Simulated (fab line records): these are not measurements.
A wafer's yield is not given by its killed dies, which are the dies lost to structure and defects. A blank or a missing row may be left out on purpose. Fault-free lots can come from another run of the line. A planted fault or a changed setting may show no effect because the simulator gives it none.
8D (eight disciplines) problem report, filled in by code / flow gf180mcu / the parts of the form that need people (team, actions taken, sign-off) are left out

== 1. PROBLEM STATEMENT ==
Wafers free of any fault read 854 nm (standard deviation 11) for V3_CVD_02_THK at GF_V3_THK_MEAS_03, against a mean of 413 nm on 6 wafers of 2 lots. Measured from the usual mean, that is -40 standard deviations.
First seen on wafer L627.1, day 27 14:54, on film-metro-03. At this step, 36 wafers from 12 lots have a number in the record. Rule for "out" (also "out of limits"): further than 4 standard deviations from the usual mean. The rest of the wafers with a number are treated as sound.

== 2. WHAT IT IS AND WHAT IT IS NOT ==
question=which readings at this step | is=V3_CVD_02_THK | is not=-
question=which lots | is=L627, L629 | is not=L610, L611, L612, L613, L615, L617, L618, L619, L630, L632
question=which wafers of those lots | is=all that have a number | is not=-
question=read on which gauges | is=film-metro-03 | is not=film-metro-01, film-metro-04
question=when | is=from day 27 14:54 | is not=up to then (24 sound wafers); but 6 sound wafers of L630, L632 came after

== 3. THE SUSPECTS, EACH WITH WHAT RULES IT OUT ==
Counting: a tool at a process step up to the reading stays a suspect if it ran every lot that is out and no sound lot after the first of them.
- the gauge at GF_V3_THK_MEAS_03 has been ruled out. All the wafers that are out were read on film-metro-03, but those of them that GF_V3_CVD_02 has rows for are out there too, on other tools.
- pecvd-02 at GF_V3_CVD_02 (deposits SiO2 from TEOS, target thk 850 nm, time 94.851 s): kept. All lots that are out passed through it, beginning with L627 at day 27 14:50, and no sound lot followed; its final sound lot before that point was L618 at day 24 16:28. On those wafers its own readings are out: run-length-s.
After counting, what remains is pecvd-02 at GF_V3_CVD_02.

== 4. THE CAUSE (what the simulator had put in) ==
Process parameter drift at GF_V3_CVD_02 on pecvd-02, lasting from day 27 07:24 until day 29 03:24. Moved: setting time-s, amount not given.
After counting, this tool was the only one left.

== 5. SEQUENCE OF EFFECTS, ordered by route ==
Rows list readings where the struck wafers' mean (over those with a number) sits beyond 3 standard deviations from the usual. Scope: only readings with a usual standard deviation given in the record; hours: median across lots of the time from each lot's start at the first step in this table that gives one to its start at this step; sigmas: change in usual standard deviations.
hours=0; step=GF_V3_CVD_02; reading=run-length-s; usual=122.8 s; on struck wafers=73.8; change=-49.0; sigmas=-99 or more
hours=0; step=GF_V3_THK_MEAS_03; reading=V3_CVD_02_THK; usual=854 nm; on struck wafers=413; change=-441; sigmas=-40
hours=-; step=GF_V3_ETCH_17; reading=oes-product-au; usual=0.856 a.u.; on struck wafers=0.691; change=-0.165; sigmas=-34
Here are the process steps it includes:
- GF_V3_CVD_02: deposits SiO2 from TEOS, target thk 850 nm, time 94.851 s.
- GF_V3_ETCH_17: etches SiO2 in C4F8/O2/Ar, stops on TiN, target depth 635 nm.

== 6. WHAT WOULD HAVE CAUGHT IT SOONER ==
In this record the first reading out of limits at a measuring or inspecting step was taken at day 27 14:54, 8 hours after the fault began at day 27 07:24.
The tool's own readings at GF_V3_CVD_02 were out on every struck wafer that the step has a row for (run-length-s): an alarm limit on them would have fired on the first of those.
L629, from the lots that are out (2), started GF_V3_CVD_02 on pecvd-02 later than day 27 14:54. It would have been spared by a hold on the tool at that moment.
